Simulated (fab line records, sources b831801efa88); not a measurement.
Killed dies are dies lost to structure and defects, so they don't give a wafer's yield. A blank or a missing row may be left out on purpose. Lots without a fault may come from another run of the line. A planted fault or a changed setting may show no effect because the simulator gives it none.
Which tool did it? | flow gf180mcu | 14 lots, 42 wafers sampled, at 4 steps of a route of 602

WHAT THE GAUGES READ, wafer by wafer
GF_V2_THK_MEAS_01.
lot  | measured     | on            | V2_CVD_00_THK (nm)
L116 | day 18 22:31 | film_metro-01 | 612 612 604
L117 | day 19 14:05 | film_metro-01 | 613 613 607
L118 | day 19 23:56 | film_metro-01 | 607 604 601
L119 | day 20 03:43 | film_metro-03 | 601 599 606
L122 | day 21 06:26 | film_metro-01 | 608 610 601
L123 | day 22 04:25 | film_metro-03 | 591 601 599
L124 | day 22 04:49 | film_metro-03 | 608 600 604
L125 | day 22 11:49 | film_metro-02 | 604 609 600
L132 | day 25 01:04 | film_metro-02 | 606 592 611
L135 | day 25 22:43 | film_metro-01 | 601 606 597
L136 | day 26 03:46 | film_metro-01 | 597 594 598
L138 | day 26 22:16 | film_metro-03 | 609 593 589

WHICH TOOL RAN EACH LOT (tool, then ch and the chambers of the sampled wafers, then the start)
lot  | GF_DUAL_GATE_WET_ETCH_12        | GF_M1_SPUTTER_01             | GF_V1_CMP_04
L116 | wet_bench-03 ch 2, day 8 01:38  | pvd_sputter-03, day 15 21:36 | cmp-02 ch 0,3, day 16 20:56
L117 | wet_bench-04 ch 3, day 8 14:20  | pvd_sputter-04, day 16 12:38 | cmp-01 ch 1,2,3, day 17 11:33
L118 | wet_bench-01 ch 1, day 8 18:38  | pvd_sputter-03, day 16 21:35 | cmp-01 ch 1,2,3, day 17 21:43
L119 | wet_bench-03 ch 2, day 9 00:47  | pvd_sputter-01, day 17 00:26 | cmp-02 ch 1,3, day 18 00:49
L122 | wet_bench-01 ch 3, day 9 19:29  | pvd_sputter-01, day 18 01:26 | cmp-02 ch 0,2, day 19 02:30
L123 | wet_bench-03 ch 3, day 10 10:29 | pvd_sputter-01, day 19 00:05 | cmp-02 ch 0,2,3, day 20 01:42
L124 | wet_bench-03 ch 3, day 10 13:02 | pvd_sputter-01, day 19 00:57 | cmp-02 ch 1,2,3, day 20 03:00
L125 | wet_bench-03 ch 1, day 10 19:47 | pvd_sputter-01, day 19 08:21 | cmp-02 ch 1,2,3, day 20 09:16
L129 | wet_bench-03 ch 3, day 12 01:02 | -                            | -
L130 | wet_bench-03 ch 3, day 12 07:52 | -                            | -
L132 | wet_bench-04 ch 0, day 12 21:08 | pvd_sputter-01, day 21 23:22 | cmp-01 ch 0,1,3, day 22 23:54
L135 | wet_bench-04 ch 3, day 13 23:53 | pvd_sputter-03, day 23 00:26 | cmp-02 ch 2,3, day 24 00:44
L136 | wet_bench-03 ch 2, day 14 00:20 | pvd_sputter-03, day 23 04:59 | cmp-02 ch 0,3, day 24 05:37
L138 | wet_bench-03 ch 2, day 14 18:32 | pvd_sputter-03, day 24 02:02 | cmp-02 ch 0,1,2, day 25 01:40
- GF_DUAL_GATE_WET_ETCH_12: etches SiO2 in dHF, target depth 13 nm, time 260 s.
- GF_M1_SPUTTER_01: material TiN, target thk 30 nm, time 25 s.
- GF_V1_CMP_04: polishes SiO2.

WHAT THE TOOLS THEMSELVES READ (means of the sampled wafers that have a number; where no wafer has one, the mark that the record gives instead)
GF_DUAL_GATE_WET_ETCH_12.
lot  | tool         | bath_heat_duty_pct (%) | run_length_s (s)
L116 | wet_bench-03 | 7.7                    | 286
L117 | wet_bench-04 | 6.6                    | 294
L118 | wet_bench-01 | 6.4                    | 285
L119 | wet_bench-03 | 8.0                    | 293
L122 | wet_bench-01 | 6.6                    | 295
L123 | wet_bench-03 | 5.3                    | 287
L124 | wet_bench-03 | 5.5                    | 286
L125 | wet_bench-03 | 6.0                    | 285
L129 | wet_bench-03 | -                      | -
L130 | wet_bench-03 | -                      | -
L132 | wet_bench-04 | 5.9                    | 293
L135 | wet_bench-04 | 6.1                    | 287
L136 | wet_bench-03 | 7.6                    | 287
L138 | wet_bench-03 | 7.8                    | 286

GF_M1_SPUTTER_01.
lot  | tool           | throttle_valve_pct (%)
L116 | pvd_sputter-03 | 30.5
L117 | pvd_sputter-04 | 30.8
L118 | pvd_sputter-03 | 30.7
L119 | pvd_sputter-01 | 28.9
L122 | pvd_sputter-01 | 28.9
L123 | pvd_sputter-01 | 29.0
L124 | pvd_sputter-01 | 29.8
L125 | pvd_sputter-01 | 29.5
L132 | pvd_sputter-01 | 28.4
L135 | pvd_sputter-03 | 30.0
L136 | pvd_sputter-03 | 31.1
L138 | pvd_sputter-03 | 30.0

GF_V1_CMP_04.
lot  | tool   | edge_zone_pressure_frac | motor_current_A (A) | time_to_endpoint_s (s)
L116 | cmp-02 | 1.001                   | 13.4                | 83
L117 | cmp-01 | 1.003                   | 11.8                | 82
L118 | cmp-01 | 1.005                   | 11.6                | 80
L119 | cmp-02 | 0.996                   | 11.2                | 80
L122 | cmp-02 | 1.005                   | 13.7                | 81
L123 | cmp-02 | 0.999                   | 12.7                | 85
L124 | cmp-02 | 1.003                   | 11.7                | 85
L125 | cmp-02 | 0.999                   | 11.4                | 82
L132 | cmp-01 | 1.002                   | 11.7                | 80
L135 | cmp-02 | 1.010                   | 12.0                | 72
L136 | cmp-02 | 0.998                   | 11.9                | 79
L138 | cmp-02 | 0.997                   | 12.3                | 74

THE ANSWER, worked out from the rows above alone
Rule: what is usual is taken from the lots themselves. Put in order of their means at a reading, lots are off if they are a third of the lots or fewer, leave a main group of 4 or more, and stand apart from it by a gap of 3 or more times the standard deviation of the main group's means; of several such gaps the widest counts. A main group whose means are all the same, to the digits that the tables above print for the reading, isn't used. A lot without any number at a reading at which 4 lots or more have one is off too. The other lots that the step has rows for count as sound. The gauges are gone through in route order, then the tools' own readings, and for those a lot's mean is taken as printed above. The first step at which some lot is off is used, and at that step the reading that is off furthest; a lot without a number counts as furthest.
Off: L129, L130, at GF_DUAL_GATE_WET_ETCH_12 (bath_heat_duty_pct). Without a number there: L129, L130. The main group: mean 6.6 %, standard deviation 0.9.
A tool fits if, at that step or a process step before it, it ran every lot that is off, and no sound lot after the first of them. None of those tried fits.

WHAT THE SIMULATOR HAD PUT IN
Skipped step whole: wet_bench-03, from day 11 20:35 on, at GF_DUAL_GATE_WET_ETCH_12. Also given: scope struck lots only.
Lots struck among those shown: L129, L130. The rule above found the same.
